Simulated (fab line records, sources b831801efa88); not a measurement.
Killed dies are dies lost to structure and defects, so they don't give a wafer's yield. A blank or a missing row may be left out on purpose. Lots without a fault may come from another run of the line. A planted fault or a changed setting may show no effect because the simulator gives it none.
Which tool did it? | flow gf180mcu | 13 lots, 39 wafers sampled, at 3 steps of a route of 602

WHAT THE GAUGES READ, wafer by wafer
GF_MVSD_OVL_MEAS_07.
lot  | measured     | on         | MVSD_OVL (nm)
L722 | day 4 09:58  | overlay-02 | 0.2 -0.9 -1.9
L723 | day 4 15:52  | overlay-02 | -0.6 -0.4 0.3
L724 | day 5 01:40  | overlay-02 | -0.7 -0.9 -0.2
L725 | day 5 04:23  | overlay-02 | 0.3 1.8 1.5
L726 | day 5 11:22  | overlay-02 | 2.2 3.5 2.2
L727 | day 5 19:04  | overlay-02 | 1.2 -0.6 0.5
L728 | day 6 01:10  | overlay-01 | 0.9 -0.5 -0.5
L731 | day 6 16:01  | overlay-01 | 0.2 2.1 1.9
L740 | day 8 21:46  | overlay-01 | -1.3 -3.0 0.0
L741 | day 9 04:40  | overlay-02 | 1.3 1.7 1.5
L743 | day 9 12:43  | overlay-01 | -0.4 0.6 -0.4
L744 | day 9 20:52  | overlay-01 | 1.5 1.2 1.5
L745 | day 10 06:25 | overlay-02 | -0.6 -0.2 -0.6

GF_HV_LDD_OVL_MEAS_08.
lot  | measured     | on         | HV_LDD_OVL (nm)
L722 | day 10 00:41 | overlay-01 | 4.5 5.0 5.0
L723 | day 10 07:40 | overlay-01 | 1.1 1.0 1.9
L724 | day 10 22:04 | overlay-01 | 1.0 1.9 2.6
L725 | day 11 00:47 | overlay-02 | -2.3 -1.9 -1.0
L726 | day 11 09:36 | overlay-02 | 2.2 0.8 0.5
L727 | day 11 16:28 | overlay-01 | -0.5 -0.1 0.5
L728 | day 12 01:05 | overlay-02 | 1.9 0.5 1.4
L731 | day 12 21:26 | overlay-01 | 2.4 2.3 2.0
L740 | day 15 20:07 | overlay-01 | 2.5 1.5 1.5
L741 | day 16 07:23 | overlay-02 | -0.4 -0.4 1.1
L743 | day 16 14:50 | overlay-02 | 1.4 1.6 2.5
L744 | day 17 04:20 | overlay-01 | 1.1 -1.2 0.6
L745 | day 17 14:23 | overlay-02 | 2.4 0.2 1.2

WHICH TOOL RAN EACH LOT (tool, then ch and the chambers of the sampled wafers, then the start)
lot  | GF_DUAL_GATE_STRIP_13
L722 | plasma_asher-03 ch 0,1, day 8 07:35
L723 | plasma_asher-03 ch 0,1, day 8 15:25
L724 | plasma_asher-03 ch 0,1, day 9 03:00
L725 | plasma_asher-03 ch 0,1, day 9 08:29
L726 | plasma_asher-03 ch 0,1, day 9 13:08
L727 | plasma_asher-04 ch 0, day 9 23:14
L728 | plasma_asher-04 ch 0,1, day 10 05:44
L731 | plasma_asher-02 ch 0,1, day 11 02:23
L740 | plasma_asher-04 ch 0,1, day 13 18:39
L741 | plasma_asher-03 ch 0,1, day 14 03:19
L743 | plasma_asher-03 ch 0,1, day 14 12:11
L744 | plasma_asher-03 ch 0,1, day 14 23:08
L745 | plasma_asher-04 ch 1, day 15 09:49
- GF_DUAL_GATE_STRIP_13: strips in O2/N2.

WHAT THE TOOLS THEMSELVES READ (means of the sampled wafers that have a number; where no wafer has one, the mark that the record gives instead)
GF_DUAL_GATE_STRIP_13.
lot  | tool            | drypump_motor_current_A (A) | heater_power_w (W) | oes_product_au (a.u.) | strip_time_to_endpoint_s (s)
L722 | plasma_asher-03 | 6.1                         | 322                | 0.713                 | 12.59
L723 | plasma_asher-03 | 6.1                         | 323                | 0.716                 | 12.63
L724 | plasma_asher-03 | 5.8                         | 316                | 0.716                 | 12.62
L725 | plasma_asher-03 | 6.1                         | 325                | 0.714                 | 12.62
L726 | plasma_asher-03 | 5.9                         | 316                | 0.712                 | 12.57
L727 | plasma_asher-04 | 5.7                         | 306                | 0.718                 | 12.61
L728 | plasma_asher-04 | 5.4                         | 350                | 0.717                 | 12.64
L731 | plasma_asher-02 | 5.3                         | 310                | 0.922                 | -
L740 | plasma_asher-04 | 5.5                         | 354                | 0.719                 | 12.62
L741 | plasma_asher-03 | 5.8                         | 317                | 0.714                 | 12.59
L743 | plasma_asher-03 | 5.9                         | 318                | 0.718                 | 12.66
L744 | plasma_asher-03 | 5.9                         | 321                | 0.713                 | 12.54
L745 | plasma_asher-04 | 5.1                         | 459                | 0.716                 | 12.57

THE ANSWER, worked out from the rows above alone
Rule: what is usual is taken from the lots themselves. Put in order of their means at a reading, lots are off if they are a third of the lots or fewer, leave a main group of 4 or more, and stand apart from it by a gap of 3 or more times the standard deviation of the main group's means; of several such gaps the widest counts. A main group whose means are all the same, to the digits that the tables above print for the reading, isn't used. A lot without any number at a reading at which 4 lots or more have one is off too. The other lots that the step has rows for count as sound. The gauges are gone through in route order, then the tools' own readings, and for those a lot's mean is taken as printed above. The first step at which some lot is off is used, and at that step the reading that is off furthest; a lot without a number counts as furthest.
Off: L731, at GF_DUAL_GATE_STRIP_13 (strip_time_to_endpoint_s). Without a number there: L731. The main group: mean 12.61 s, standard deviation 0.033.
A tool fits if, at that step or a process step before it, it ran every lot that is off, and no sound lot after the first of them. One fits: plasma_asher-02 at GF_DUAL_GATE_STRIP_13. It ran no sound lot before its first lot that is off in this sample, so the start can't be narrowed down.
The tool's own readings at GF_DUAL_GATE_STRIP_13 bear it out: on the lots that are off they differ by more than 5 times the standard deviation of the sound lots' means. oes_product_au reads 0.922 a.u. there against 0.716 a.u. on the sound lots.
Blank at GF_DUAL_GATE_STRIP_13 on the lots that are off, where sound lots have numbers: strip_time_to_endpoint_s.

WHAT THE SIMULATOR HAD PUT IN
Strip aborted: plasma_asher-02, from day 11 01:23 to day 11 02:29, at GF_DUAL_GATE_STRIP_13. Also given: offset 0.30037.
Lots struck among those shown: L731. The rule above found the same.
